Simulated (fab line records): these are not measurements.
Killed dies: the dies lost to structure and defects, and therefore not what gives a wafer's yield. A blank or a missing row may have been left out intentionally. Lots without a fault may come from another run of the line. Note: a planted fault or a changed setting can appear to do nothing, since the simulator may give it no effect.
fab line records -- flow sfq_line
record lots=14, wafers=42, last_day=80
route steps=325 shown I0@53 M2@98 I2@104
lots with no fault: from the same line, run without faults
start_h: the number of hours between the record's first day and the start of the first shown wafer of the lot -- wait_h: hours elapsed since this lot's preceding step -- " as in the row above -- L1.1+2: several wafers, shown together as one row -- - no value, or no start was given -- * or withheld: withheld -- < > ~ a bound
route shown NAME@n: names a module that has steps shown in the file, with the first one's number in the route -- usual: mean and standard deviation over wafers with no fault -- same: alike in all rows -- chamber/n: place in a boat -- sites: the reading at each site -- _std_site: how widely they spread, as a standard deviation -- _edge_site: mean of outer sites minus mean of inner sites -- radius_mm: for every site, how far away it sits from the centre of the wafer -- mask NAME#n: copy n -- behind: the last tool/chamber to shape the wafer -- hold: why the lot was held/for how many hours/how that ended -- device: whichever transistor did not switch (one of n, p or np) -- end of line: at the end of the route, the tests of the same wafers -- a step with no rows: only its recipe -- killed: not the wafer's yield, but the dies lost to structure and defects at the first sort -- map: per-die view of a wafer (x killed, . not killed, _ where there is no die)
set.NAME: the setting that was run; set.NAME@STEP: the one run at that earlier step -- model.NAME: the simulator's own value behind a step, which no gauge read
the route's steps for a sample of lots (tables are steps, rows are wafers)
services: the hour from which a tool's chamber was out of use, counted from the record's first day as start_h (under 0 if before that day), plus the number of hours and why
## steps
# step SFQ_I0_OVL_MEAS_908
# usual I0_OVL=2/6.3
lot.wafer,tool,chamber,start_h,wait_h,I0_OVL[nm]
L583.1,overlay-02,-,294.43,0.1,5
L583.4,overlay-02,-,294.43,0.1,-2
L583.6,overlay-02,-,294.43,0.1,-3
L584.1,overlay-01,-,302.83,0.1,3
L584.3,overlay-01,-,302.83,0.1,-1
L584.5,overlay-01,-,302.83,0.1,4
L585.2,overlay-02,-,308.83,0.1,3
L585.4,overlay-02,-,308.83,0.1,-1
L585.5,overlay-02,-,308.83,0.1,8
L586.1,overlay-02,-,338.36,0.1,-4
L586.3,overlay-02,-,338.36,0.1,3
L586.4,overlay-02,-,338.36,0.1,2
L587.2,overlay-01,-,344.36,0.1,-9
L587.4,overlay-01,-,344.36,0.1,-9
L587.6,overlay-01,-,344.36,0.1,-10
L589.1,overlay-02,-,356.20,0.1,-5
L589.4,overlay-02,-,356.20,0.1,-3
L589.5,overlay-02,-,356.20,0.1,-5
L591.1,overlay-01,-,371.80,0.1,11
L591.2,overlay-01,-,371.80,0.1,6
L591.5,overlay-01,-,371.80,0.1,7
L592.1,overlay-02,-,529.55,0.1,12
L592.2,overlay-02,-,529.55,0.1,2
L592.4,overlay-02,-,529.55,0.1,8
L593.4,overlay-02,-,539.17,0.1,12
L593.5,overlay-02,-,539.17,0.1,-1
L593.6,overlay-02,-,539.17,0.1,8
L594.1,overlay-01,-,552.35,0.1,-2
L594.5,overlay-01,-,552.35,0.1,3
L594.6,overlay-01,-,552.35,0.1,-4
L599.1,overlay-02,-,586.07,0.1,-3
L599.2,overlay-02,-,586.07,0.1,-4
L599.5,overlay-02,-,586.07,0.1,-2
L603.2,overlay-02,-,648.53,0.1,-5
L603.4,overlay-02,-,648.53,0.1,-2
L603.6,overlay-02,-,648.53,0.1,-3
L604.1,overlay-01,-,659.32,0.1,4
L604.2,overlay-01,-,659.32,0.1,12
L604.3,overlay-01,-,659.32,0.1,4
L605.3,overlay-02,-,668.93,0.1,0
L605.4,overlay-02,-,668.93,0.1,2
L605.6,overlay-02,-,668.93,0.1,0
# step SFQ_M2_OVL_MEAS_916
# usual M2_OVL=0/5.6
lot.wafer,tool,chamber,start_h,wait_h,M2_OVL[nm]
L583.1,overlay-02,-,604.00,0.1,-1
L583.4,overlay-02,-,604.00,0.1,-2
L583.6,overlay-02,-,604.00,0.1,-8
L584.1,overlay-02,-,611.20,0.1,1
L584.3,overlay-02,-,611.20,0.1,10
L584.5,overlay-02,-,611.20,0.1,0
L585.2,overlay-02,-,620.56,0.1,1
L585.4,overlay-02,-,620.56,0.1,8
L585.5,overlay-02,-,620.56,0.1,0
L586.1,overlay-01,-,660.56,0.1,-9
L586.3,overlay-01,-,660.56,0.1,-2
L586.4,overlay-01,-,660.56,0.1,-10
L587.2,overlay-01,-,665.24,0.1,1
L587.4,overlay-01,-,665.24,0.1,-1
L587.6,overlay-01,-,665.24,0.1,5
L589.1,overlay-01,-,681.43,0.1,6
L589.4,overlay-01,-,681.43,0.1,-3
L589.5,overlay-01,-,681.43,0.1,3
L591.1,overlay-01,-,843.08,0.1,1
L591.2,overlay-01,-,843.08,0.1,9
L591.5,overlay-01,-,843.08,0.1,4
L592.1,overlay-02,-,856.28,0.1,4
L592.2,overlay-02,-,856.28,0.1,3
L592.4,overlay-02,-,856.28,0.1,-5
L593.4,overlay-01,-,866.19,0.1,3
L593.5,overlay-01,-,866.19,0.1,-6
L593.6,overlay-01,-,866.19,0.1,1
L594.1,overlay-01,-,872.17,0.1,13
L594.5,overlay-01,-,872.17,0.1,13
L594.6,overlay-01,-,872.17,0.1,6
L599.1,overlay-01,-,906.45,0.1,3
L599.2,overlay-01,-,906.45,0.1,-11
L599.5,overlay-01,-,906.45,0.1,-1
L603.2,overlay-02,-,962.05,0.1,6
L603.4,overlay-02,-,962.05,0.1,7
L603.6,overlay-02,-,962.05,0.1,12
L604.1,overlay-02,-,973.96,0.1,-12
L604.2,overlay-02,-,973.96,0.1,-1
L604.3,overlay-02,-,973.96,0.1,-6
L605.3,overlay-01,-,987.17,0.1,-1
L605.4,overlay-01,-,987.17,0.1,0
L605.6,overlay-01,-,987.17,0.1,2
# step SFQ_TRILAYER_M2_STRIP_STRIP_061
# recipe gas=O2, power_w=200, platen_temp_c=40, overash_fraction=0.65, chemistry=O2, pressure_mtorr=50
# usual drypump_motor_current_A=5.6/0.6, oes_product_au=1.003/0.0085
lot.wafer,tool,chamber,start_h,wait_h,drypump_motor_current_A,oes_product_au,rf_hours_counter_h
L583.1,rie_metal-03,1,604.23,0.1,6.1,0.991,91
L583.4,rie_metal-03,1,604.23,0.1,6.1,0.988,-
L583.6,rie_metal-03,1,604.23,0.1,6.1,1.001,-
L584.1,rie_metal-02,0,611.43,0.1,6.5,1.001,113
L584.3,rie_metal-02,0,611.43,0.1,6.6,1.008,-
L584.5,rie_metal-02,1,611.43,0.1,6.3,1.003,-
L585.2,rie_metal-04,0,620.77,0.1,5.6,1.011,25
L585.4,rie_metal-04,0,620.77,0.1,5.6,1.008,-
L585.5,rie_metal-04,1,620.77,0.1,4.8,1.020,-
L586.1,rie_metal-04,0,660.78,0.1,5.6,1.008,30
L586.3,rie_metal-04,1,660.78,0.1,4.8,1.011,-
L586.4,rie_metal-04,0,660.78,0.1,5.6,1.009,-
L587.2,rie_metal-02,1,665.46,0.1,6.3,1.006,14
L587.4,rie_metal-02,1,665.46,0.1,6.3,1.006,-
L587.6,rie_metal-02,1,665.46,0.1,6.3,0.997,-
L589.1,rie_metal-04,0,681.66,0.1,5.7,1.004,32
L589.4,rie_metal-04,1,681.66,0.1,4.7,1.008,-
L589.5,rie_metal-04,1,681.66,0.1,4.8,1.003,-
L591.1,rie_metal-03,1,843.30,0.1,6.1,0.989,127
L591.2,rie_metal-03,0,843.30,0.1,5.5,1.008,70
L591.5,rie_metal-03,1,843.30,0.1,6.1,0.997,-
L592.1,rie_metal-04,1,856.50,0.1,4.8,0.989,43
L592.2,rie_metal-04,0,856.50,0.1,5.7,1.002,62
L592.4,rie_metal-04,0,856.50,0.1,5.7,0.988,-
L593.4,rie_metal-04,1,866.60,0.2,4.8,1.000,-
L593.5,rie_metal-04,1,866.60,0.2,4.8,1.006,-
L593.6,rie_metal-04,0,866.60,0.2,5.7,1.001,-
L594.1,rie_metal-03,0,872.58,0.2,5.4,1.015,74
L594.5,rie_metal-03,0,872.58,0.2,5.5,1.007,-
L594.6,rie_metal-03,0,872.58,0.2,5.5,1.009,-
L599.1,rie_metal-03,1,906.68,0.1,6.1,0.980,3
L599.2,rie_metal-03,0,906.68,0.1,5.5,1.016,80
L599.5,rie_metal-03,0,906.68,0.1,5.5,1.012,-
L603.2,rie_metal-04,0,962.26,0.1,5.7,0.993,76
L603.4,rie_metal-04,0,962.26,0.1,5.7,0.992,-
L603.6,rie_metal-04,1,962.26,0.1,4.7,1.005,-
L604.1,rie_metal-04,0,974.18,0.1,5.7,1.002,77
L604.2,rie_metal-04,1,974.18,0.1,4.8,1.006,58
L604.3,rie_metal-04,1,974.18,0.1,4.8,1.006,-
L605.3,rie_metal-04,0,987.58,0.2,5.7,0.993,-
L605.4,rie_metal-04,1,987.58,0.2,4.8,1.011,-
L605.6,rie_metal-04,0,987.58,0.2,5.6,0.992,-
# step SFQ_TRILAYER_I2_CMP_CMP_064
# recipe material=SiO2, down_force_psi=3, platen_rpm=60, pad_velocity_m_s=0.94248
# usual head_pressure_psi=3.000/0.0069, motor_current_A=10.4/0.91, slurry_filter_dp_kPa=13.52/0.13, time_to_endpoint_s=217/9.7
lot.wafer,tool,chamber,start_h,wait_h,head_pressure_psi,motor_current_A,slurry_filter_dp_kPa,time_to_endpoint_s
L583.1,cmp-02,3,605.08,0.0,3.009,10.9,13.46,211
L583.4,cmp-02,1,606.08,1.0,2.998,10.1,13.30,232
L583.6,cmp-02,3,607.08,2.0,2.997,10.8,13.71,215
L584.3,cmp-01,2,613.63,1.4,2.996,10.5,13.48,217
L584.1,cmp-01,3,613.63,1.4,3.006,9.4,13.61,215
L584.5,cmp-01,2,615.63,3.3,2.997,11.1,13.52,232
L585.2,cmp-01,2,622.63,1.0,3.004,11.5,13.57,223
L585.4,cmp-01,1,624.13,2.5,2.999,8.8,13.63,224
L585.5,cmp-01,2,624.13,2.5,3.005,11.7,13.75,234
L586.3,cmp-02,1,662.13,0.5,3.005,9.8,13.64,223
L586.1,cmp-02,2,662.13,0.5,3.002,11.5,13.45,215
L586.4,cmp-02,3,662.13,0.5,3.005,10.2,13.59,216
L587.2,cmp-01,3,668.00,1.7,3.000,9.2,13.46,228
L587.4,cmp-01,0,668.00,1.7,3.006,9.7,13.64,215
L587.6,cmp-01,2,669.50,3.2,2.993,11.4,13.69,217
L589.4,cmp-01,2,683.01,0.5,3.028,11.5,13.18,241
L589.1,cmp-01,0,684.01,1.5,2.990,10.8,13.60,229
L589.5,cmp-01,1,684.01,1.5,2.997,8.6,13.49,231
L591.1,cmp-02,1,854.78,10.7,2.998,10.3,13.39,220
L591.2,cmp-02,3,855.78,11.7,2.992,11.2,13.50,210
L591.5,cmp-02,1,856.78,12.6,3.009,9.4,13.59,232
L592.4,cmp-02,1,863.28,5.9,2.997,9.5,13.49,221
L592.1,cmp-02,2,863.28,5.9,2.996,11.3,13.67,212
L592.2,cmp-02,0,864.78,7.5,2.987,11.8,13.56,216
L593.4,cmp-02,3,878.28,11.0,2.997,11.0,13.58,202
L593.5,cmp-02,3,880.28,13.0,2.996,10.9,13.54,209
L593.6,cmp-02,0,880.28,13.0,3.007,11.4,13.49,211
L594.1,cmp-02,3,890.28,16.3,3.007,11.4,13.23,198
L594.6,cmp-02,3,892.28,18.3,3.009,10.8,13.44,213
L594.5,cmp-02,0,892.28,18.3,3.004,11.4,13.43,213
L599.1,cmp-02,1,929.28,21.6,2.988,9.8,13.51,218
L599.2,cmp-02,0,930.78,23.1,2.983,11.2,13.56,214
L599.5,cmp-02,2,931.78,24.1,2.996,11.5,13.40,220
L603.2,cmp-02,3,963.12,0.0,3.000,10.5,13.47,201
L603.4,cmp-02,2,964.62,1.5,3.004,11.6,13.41,246
L603.6,cmp-02,0,965.62,2.5,2.988,11.1,13.64,252
L604.2,cmp-02,3,975.03,0.0,3.002,10.9,13.41,212
L604.3,cmp-02,0,975.03,0.0,2.990,11.3,13.56,253
L604.1,cmp-02,2,976.53,1.5,2.991,11.1,13.45,206
L605.3,cmp-01,1,988.77,0.5,2.999,9.4,13.47,224
L605.4,cmp-01,3,989.77,1.5,2.999,9.3,13.52,228
L605.6,cmp-01,0,989.77,1.5,3.008,10.5,13.62,216
# step SFQ_TRILAYER_I2_METRO_MEASURE_065
# usual thk_nm=200.3/1.3
lot.wafer,tool,chamber,start_h,wait_h,thk_nm
L583.1,film_metro-02,-,608.20,0.1,201.1
L583.4,film_metro-02,-,608.20,0.1,203.5
L583.6,film_metro-02,-,608.20,0.1,201.1
L584.1,film_metro-02,-,616.75,0.1,201.9
L584.3,film_metro-02,-,616.75,0.1,200.7
L584.5,film_metro-02,-,616.75,0.1,201.6
L585.2,film_metro-02,-,625.95,0.3,201.1
L585.4,film_metro-02,-,625.95,0.3,200.0
L585.5,film_metro-02,-,625.95,0.3,202.3
L586.1,film_metro-02,-,664.75,0.1,199.5
L586.3,film_metro-02,-,664.75,0.1,202.2
L586.4,film_metro-02,-,664.75,0.1,199.6
L587.2,film_metro-03,-,670.32,0.3,202.2
L587.4,film_metro-03,-,670.32,0.3,198.6
L587.6,film_metro-03,-,670.32,0.3,200.6
L589.1,film_metro-02,-,685.63,0.1,199.6
L589.4,film_metro-02,-,685.63,0.1,200.6
L589.5,film_metro-02,-,685.63,0.1,200.6
L591.1,film_metro-03,-,857.40,0.1,201.3
L591.2,film_metro-03,-,857.40,0.1,199.8
L591.5,film_metro-03,-,857.40,0.1,202.1
L592.1,film_metro-03,-,866.40,0.1,200.4
L592.2,film_metro-03,-,866.40,0.1,200.8
L592.4,film_metro-03,-,866.40,0.1,201.6
L593.4,film_metro-04,-,882.00,0.6,198.8
L593.5,film_metro-04,-,882.00,0.6,198.3
L593.6,film_metro-04,-,882.00,0.6,200.1
L594.1,film_metro-02,-,893.40,0.1,197.8
L594.5,film_metro-02,-,893.40,0.1,199.7
L594.6,film_metro-02,-,893.40,0.1,198.0
L599.1,film_metro-03,-,932.40,0.1,200.3
L599.2,film_metro-03,-,932.40,0.1,198.5
L599.5,film_metro-03,-,932.40,0.1,198.4
L603.2,film_metro-03,-,966.44,0.3,198.6
L603.4,film_metro-03,-,966.44,0.3,149.5
L603.6,film_metro-03,-,966.44,0.3,151.6
L604.1,film_metro-03,-,978.15,0.1,200.0
L604.2,film_metro-03,-,978.15,0.1,198.3
L604.3,film_metro-03,-,978.15,0.1,150.5
L605.3,film_metro-02,-,991.79,0.5,201.1
L605.4,film_metro-02,-,991.79,0.5,200.8
L605.6,film_metro-02,-,991.79,0.5,199.7
# step SFQ_TRILAYER_I2_VIA_ETCH_VIA_ETCH_070
# recipe target=SiO2, stop_on=Nb, mask_material=PR, taper_deg=20, chemistry=CHF3, target_depth_nm=260, source_w=500, bias_w=80, pressure_mtorr=30, time_s=withheld
# usual drypump_motor_current_A=5.8/0.53, oes_product_au=0.855/0.0047
lot.wafer,tool,chamber,start_h,wait_h,drypump_motor_current_A,oes_product_au
L583.1,rie_diel-04,1,766.32,0.0,5.6,0.863
L583.4,rie_diel-04,3,766.32,0.0,6.3,0.862
L583.6,rie_diel-04,2,766.32,0.0,4.9,0.854
L584.1,rie_diel-04,3,771.12,0.0,6.3,0.858
L584.3,rie_diel-04,0,771.12,0.0,5.0,0.869
L584.5,rie_diel-04,3,771.12,0.0,6.3,0.854
L585.2,rie_diel-03,0,781.72,0.0,5.8,0.858
L585.4,rie_diel-03,3,781.72,0.0,5.5,0.855
L585.5,rie_diel-03,2,781.72,0.0,5.2,0.856
L586.1,rie_diel-01,0,822.72,0.0,6.6,0.851
L586.3,rie_diel-01,1,822.72,0.0,6.2,0.864
L586.4,rie_diel-01,2,822.72,0.0,5.6,0.856
L587.2,rie_diel-04,1,828.76,0.0,5.6,0.855
L587.4,rie_diel-04,0,828.76,0.0,5.0,0.857
L587.6,rie_diel-04,3,828.76,0.0,6.3,0.853
L589.1,rie_diel-01,1,839.56,0.0,6.2,0.851
L589.4,rie_diel-01,3,839.56,0.0,6.0,0.859
L589.5,rie_diel-01,0,839.56,0.0,6.6,0.854
L591.1,rie_diel-01,2,999.23,0.0,5.6,0.861
L591.2,rie_diel-01,3,999.23,0.0,6.0,0.858
L591.5,rie_diel-01,1,999.23,0.0,6.2,0.856
L592.1,rie_diel-04,2,1007.63,0.0,4.9,0.850
L592.2,rie_diel-04,1,1007.63,0.0,5.6,0.852
L592.4,rie_diel-04,3,1007.63,0.0,6.3,0.858
L593.4,rie_diel-04,3,1019.63,0.0,6.2,0.849
L593.5,rie_diel-04,0,1019.63,0.0,5.0,0.862
L593.6,rie_diel-04,3,1019.63,0.0,6.3,0.859
L594.1,rie_diel-01,1,1030.28,0.0,6.2,0.846
L594.5,rie_diel-01,2,1030.28,0.0,5.6,0.846
L594.6,rie_diel-01,1,1030.28,0.0,6.2,0.849
L599.1,rie_diel-01,0,1072.28,0.0,6.6,0.855
L599.2,rie_diel-01,3,1072.28,0.0,6.0,0.851
L599.5,rie_diel-01,1,1072.28,0.0,6.2,0.850
L603.2,rie_diel-04,0,1108.28,0.0,5.0,0.856
L603.4,rie_diel-04,1,1108.28,0.0,5.6,0.731
L603.6,rie_diel-04,2,1108.28,0.0,4.9,0.739
L604.1,rie_diel-01,3,1119.08,0.0,6.0,0.855
L604.2,rie_diel-01,1,1119.08,0.0,6.2,0.852
L604.3,rie_diel-01,0,1119.08,0.0,6.6,0.731
L605.3,rie_diel-01,1,1137.23,0.0,6.2,0.858
L605.4,rie_diel-01,0,1137.23,0.0,6.6,0.853
L605.6,rie_diel-01,2,1137.23,0.0,5.6,0.858
## services
tool,chamber,start_h,hours,kind
film_metro-02,-,593.13,0.8,pm
cmp-02,-,594.91,2.2,repair
rie_diel-01,3,606.85,7.2,repair
cmp-02,-,629.39,1.7,repair
rie_metal-04,0,669.49,9.3,repair
rie_metal-04,-,701.51,0.7,repair
film_metro-02,-,720.90,1.5,pm
cmp-02,-,746.92,4.0,pm
cmp-02,-,764.13,6.6,pm
rie_metal-04,-,766.93,1.4,pm
rie_metal-04,1,781.08,20.5,repair
film_metro-02,-,809.48,1.1,pm
film_metro-02,-,810.57,0.3,pm
cmp-02,-,831.37,1.3,repair
film_metro-02,-,838.13,0.4,pm
rie_diel-01,3,847.87,3.9,repair
cmp-02,-,884.32,0.8,repair
cmp-02,-,953.83,1.7,repair
cmp-02,-,971.95,0.8,repair
cmp-02,-,1072.34,8.6,pm
cmp-02,-,1086.92,4.0,pm
cmp-02,-,1100.84,1.5,repair
cmp-02,-,1115.88,6.2,pm
cmp-02,-,1134.03,4.3,pm
## key
first_sign step=SFQ_TRILAYER_I2_CMP_CMP_064, reading=time_to_endpoint_s, direction=up, sigmas=3.5, usual=*, struck=*
effect step=SFQ_TRILAYER_I2_METRO_MEASURE_065, reading=thk_nm, direction=down, sigmas=39, usual=200.3, struck=150.6
effect step=SFQ_TRILAYER_I2_VIA_ETCH_VIA_ETCH_070, reading=oes_product_au, direction=down, sigmas=26, usual=0.855, struck=0.734
met_at SFQ_TRILAYER_I2_CMP_CMP_064
struck_lots L603,L604
struck_wafers L603.4,L603.6,L604.3
not_acting_at SFQ_I0_OVL_MEAS_908,SFQ_M2_OVL_MEAS_916,SFQ_TRILAYER_M2_STRIP_STRIP_061
onset_between 929.28 963.12
fault kind=process_parameter_drift, tool=cmp-02, chamber=-, onset_h=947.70, steps=SFQ_TRILAYER_I2_CMP_CMP_064, channel=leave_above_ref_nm, offset=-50, shape=step, end_h=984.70, scope=struck_wafers_only, acts_in=these_recipes_only, stated=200
